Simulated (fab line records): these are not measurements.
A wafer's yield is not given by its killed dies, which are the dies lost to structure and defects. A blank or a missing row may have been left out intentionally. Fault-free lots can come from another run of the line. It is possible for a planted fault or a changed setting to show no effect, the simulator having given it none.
Which tool did it? ; flow sky130 ; 33 wafers from 11 lots sampled at 4 of the route's 708 steps

## WHAT EACH GAUGE READ, for each wafer
SKY_CAPM_RS_MEAS_03: measurement is done with a four-point probe.
lot;measured;on;CAPM_TIN_RS (ohm/sq)
L330;day 36 16:04;filmMetro-03;6.97 7.01 6.99
L331;day 37 05:42;filmMetro-03;6.97 6.96 6.89
L333;day 38 17:59;filmMetro-03;6.94 6.84 6.97
L337;day 39 04:55;filmMetro-02;7.06 6.99 6.96
L336;day 39 07:06;filmMetro-04;6.85 6.89 6.92
L340;day 40 05:53;filmMetro-04;6.93 6.83 7.03
L346;day 41 19:58;filmMetro-03;7.04 7.01 6.93
L348;day 42 09:05;filmMetro-04;6.95 6.97 6.98
L349;day 43 02:38;filmMetro-03;6.86 6.95 6.96
L350;day 43 03:40;filmMetro-03;7.03 6.95 7.04
L351;day 43 04:20;filmMetro-03;7.05 7.04 7.12

SKY_CAPM_OVL_MEAS_12.
lot;measured;on;CAPM_OVL (nm)
L330;day 37 18:29;overlay-01;-2.1 1.1 -1.9
L331;day 38 07:31;overlay-01;-1.4 -2.0 -3.7
L333;day 39 18:06;overlay-01;1.5 1.5 0.4
L337;day 40 04:34;overlay-02;0.9 -1.7 1.2
L336;day 40 07:52;overlay-01;-1.2 -0.9 2.6
L340;day 41 05:14;overlay-01;-0.1 0.4 1.2
L346;day 42 18:42;overlay-02;0.8 0.3 0.3
L348;day 43 07:53;overlay-02;-0.3 0.5 0.6
L349;day 44 00:54;overlay-01;-1.0 -1.3 -1.7
L350;day 44 01:58;overlay-01;0.3 -0.5 -1.2
L351;day 44 03:06;overlay-02;0.9 -2.3 -0.7

## WHAT TOOL EACH LOT RAN ON (gives the tool, then ch and the chambers of the sampled wafers, and finally the start)
lot;SKY_METAL3_SPUTTER_02;SKY_CAPM_SPUTTER_02
L330;pvdSputter-02, day 36 15:44;pvdSputter-03, day 36 15:56
L331;pvdSputter-02, day 37 05:23;pvdSputter-03, day 37 05:34
L333;pvdSputter-03, day 38 17:39;pvdSputter-04, day 38 17:50
L337;pvdSputter-02, day 39 04:37;pvdSputter-03, day 39 04:48
L336;pvdSputter-02, day 39 06:48;pvdSputter-03, day 39 06:59
L340;pvdSputter-02, day 40 05:32;pvdSputter-04, day 40 05:44
L346;pvdSputter-01, day 41 19:36;pvdSputter-04, day 41 19:50
L348;pvdSputter-01, day 42 08:47;pvdSputter-03, day 42 08:58
L349;pvdSputter-03, day 43 02:19;pvdSputter-02, day 43 02:30
L350;pvdSputter-01, day 43 03:22;pvdSputter-04, day 43 03:33
L351;pvdSputter-03, day 43 03:56;pvdSputter-04, day 43 04:11
- SKY_METAL3_SPUTTER_02: material AlCu, target thk 735 nm, time 39.1 s.
- SKY_CAPM_SPUTTER_02: material TiN, target thk 200 nm, time 166.7 s.

## WHAT THE TOOLS THEMSELVES READ (means of the sampled wafers that have a number; where no wafer has one, the mark that the record gives instead)
SKY_METAL3_SPUTTER_02.
lot;tool;chamberPressurePa (Pa);throttleValvePct (%)
L330;pvdSputter-02;0.3993;29.7
L331;pvdSputter-02;0.4005;30.1
L333;pvdSputter-03;0.3991;28.8
L337;pvdSputter-02;0.4005;30.1
L336;pvdSputter-02;0.2958;34.7
L340;pvdSputter-02;0.2966;34.7
L346;pvdSputter-01;0.3992;29.5
L348;pvdSputter-01;0.3998;29.0
L349;pvdSputter-03;0.4003;28.7
L350;pvdSputter-01;0.4000;29.8
L351;pvdSputter-03;0.3999;29.9

SKY_CAPM_SPUTTER_02.
lot;tool;chamberPressurePa (Pa);throttleValvePct (%)
L330;pvdSputter-03;0.4003;30.1
L331;pvdSputter-03;0.4002;28.8
L333;pvdSputter-04;0.3999;30.3
L337;pvdSputter-03;0.4006;28.7
L336;pvdSputter-03;0.4008;29.3
L340;pvdSputter-04;0.3998;29.8
L346;pvdSputter-04;0.3996;30.3
L348;pvdSputter-03;0.4002;29.0
L349;pvdSputter-02;0.3999;30.0
L350;pvdSputter-04;0.4001;30.3
L351;pvdSputter-04;0.4005;29.7

## THE ANSWER, worked out from the rows above alone
Rule: what is usual is taken from the lots themselves. The widest of any qualifying gaps counts: lots, ordered by their means at a reading, are off when they make up no more than a third of the lots, leave a main group of 4 or more, and stand apart from it by 3 or more times the standard deviation of that group's means. A main group is skipped when, at the precision printed for the reading in the tables above, its means are all equal. A lot without any number at a reading at which 4 lots or more have one is off too. Where the step has rows for the other lots, those lots are counted as sound. First the gauges in route order, then the tools' own readings, where a lot's mean is used as printed above. At the first step where some lot is off, the reading lying furthest off is the one used; lots without a number count as furthest.
Off: L336, L340, at SKY_METAL3_SPUTTER_02 (chamberPressurePa). Main group: mean 0.3998 Pa, sd 0.00051.
If a tool, at that step or one of the process steps before it, ran each lot that is off and ran no sound lot following the first of them, it fits. One fits: SKY_METAL3_SPUTTER_02 on pvdSputter-02. A fault onset in the window from L337 (day 39 04:37, its last sound lot) to L336 (day 39 06:48, its first lot off) fits.
The tool's own readings at SKY_METAL3_SPUTTER_02 bear it out: on the lots that are off they differ by more than 5 times the standard deviation of the sound lots' means. chamberPressurePa reads 0.2962 Pa there against 0.3998 Pa on the sound lots; throttleValvePct reads 34.7 % there against 29.5 % on the sound lots.

## WHAT HAD BEEN PUT IN BY THE SIMULATOR
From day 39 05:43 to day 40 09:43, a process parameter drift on pvdSputter-02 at SKY_METAL3_SPUTTER_02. A move of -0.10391 in setting chamberPressurePa, from 0.4. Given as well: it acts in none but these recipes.
Struck lots among those shown: L336, L340. The rule given above showed the same thing.
